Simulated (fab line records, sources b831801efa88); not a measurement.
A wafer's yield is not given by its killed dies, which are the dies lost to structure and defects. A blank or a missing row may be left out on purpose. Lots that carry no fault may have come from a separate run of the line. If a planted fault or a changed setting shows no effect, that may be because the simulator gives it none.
The tool behind it: which one? -- flow gf180mcu -- 11 lots, 33 wafers sampled, at 3 steps of a route of 602

## WHAT THE GAUGES SHOWED, per wafer
GF_TOP_METAL_CD_MEAS_14: the cd target is 440 nm. Usual: cd_nm reads 440.3 nm (standard deviation 2.4).
lot,measured,on,cd_nm (nm),flag
L846,day 27 22:06,cd_sem-02,439.7 437.4 438.7,
L848,day 28 14:02,cd_sem-02,440.7 441.2 442.4,
L850,day 29 06:32,cd_sem-02,441.7 443.2 442.4,
L851,day 29 11:16,cd_sem-01,439.8 439.3 441.7,
L854,day 30 12:47,cd_sem-02,441.1 439.4 440.1,
L860,day 32 01:25,cd_sem-01,442.6 441.6 442.0,
L861,day 32 14:23,cd_sem-01,438.8 437.9 439.2,
L862,day 33 02:40,cd_sem-01,445.4 445.8 444.2,
L863,day 33 06:44,cd_sem-01,439.8 439.9 437.9,
L864,day 33 06:55,cd_sem-02,436.7 437.8 437.0,
L865,day 33 14:46,cd_sem-01,440.0 438.4 439.9,

## WHICH TOOL RAN EACH LOT (tool, then ch and the chambers of the sampled wafers, then the start)
lot,GF_V5_SPUTTER_22,GF_TOP_METAL_SPUTTER_00
L846,"pvd_sputter-02, day 27 01:26","pvd_sputter-04, day 27 02:04"
L848,"pvd_sputter-01, day 27 17:21","pvd_sputter-04, day 27 18:16"
L850,"pvd_sputter-02, day 28 10:41","pvd_sputter-01, day 28 11:19"
L851,"pvd_sputter-02, day 28 16:19","pvd_sputter-03, day 28 16:57"
L854,"pvd_sputter-03, day 29 17:20","pvd_sputter-01, day 29 18:13"
L860,"pvd_sputter-03, day 31 07:23","pvd_sputter-01, day 31 08:01"
L861,"pvd_sputter-03, day 31 22:22","pvd_sputter-01, day 31 23:00"
L862,"pvd_sputter-02, day 32 09:45","pvd_sputter-04, day 32 10:30"
L863,"pvd_sputter-02, day 32 14:14","pvd_sputter-04, day 32 14:52"
L864,"pvd_sputter-03, day 32 14:30","pvd_sputter-03, day 32 15:08"
L865,"pvd_sputter-03, day 32 22:14","pvd_sputter-04, day 32 22:52"
- GF_V5_SPUTTER_22: material TiN, target thk 10 nm, time 40 s.
- GF_TOP_METAL_SPUTTER_00: material Ti, target thk 37.5 nm, time 150 s.

## AS READ BY THE TOOLS THEMSELVES (means over the sampled wafers that have a number; for cases with no such wafer, the mark the record gives instead)
GF_V5_SPUTTER_22. Usual: throttle_valve_pct reads 30.1 % (standard deviation 1.4).
lot,tool,throttle_valve_pct (%),flag
L846,pvd_sputter-02,29.3,
L848,pvd_sputter-01,31.4,
L850,pvd_sputter-02,29.3,
L851,pvd_sputter-02,28.9,
L854,pvd_sputter-03,30.0,
L860,pvd_sputter-03,30.9,
L861,pvd_sputter-03,29.5,
L862,pvd_sputter-02,29.9,
L863,pvd_sputter-02,29.5,
L864,pvd_sputter-03,30.0,
L865,pvd_sputter-03,31.1,

GF_TOP_METAL_SPUTTER_00. Usual: throttle_valve_pct reads 30.3 % (standard deviation 1.3).
lot,tool,throttle_valve_pct (%),flag
L846,pvd_sputter-04,29.3,
L848,pvd_sputter-04,30.0,
L850,pvd_sputter-01,31.3,
L851,pvd_sputter-03,29.4,
L854,pvd_sputter-01,31.7,
L860,pvd_sputter-01,31.1,
L861,pvd_sputter-01,32.1,
L862,pvd_sputter-04,29.7,
L863,pvd_sputter-04,29.6,
L864,pvd_sputter-03,31.3,
L865,pvd_sputter-04,29.8,

## THE ANSWER, worked out from the rows above alone
Rule: lot off if the mean of its wafers having a number is beyond 3 standard deviations from the usual mean. A lot without any number at a reading at which 4 lots or more have one is off too. Where the step has rows for the other lots, those lots are counted as sound. Order of review: gauges by route order, followed by the tools' own readings, for which a lot's mean as printed above is used. At the first step where some lot is off, the reading lying furthest off is the one used; lots without a number count as furthest.
Nothing can be told from this: no lot is off at any reading shown.

## WHAT WAS PUT IN BY THE SIMULATOR
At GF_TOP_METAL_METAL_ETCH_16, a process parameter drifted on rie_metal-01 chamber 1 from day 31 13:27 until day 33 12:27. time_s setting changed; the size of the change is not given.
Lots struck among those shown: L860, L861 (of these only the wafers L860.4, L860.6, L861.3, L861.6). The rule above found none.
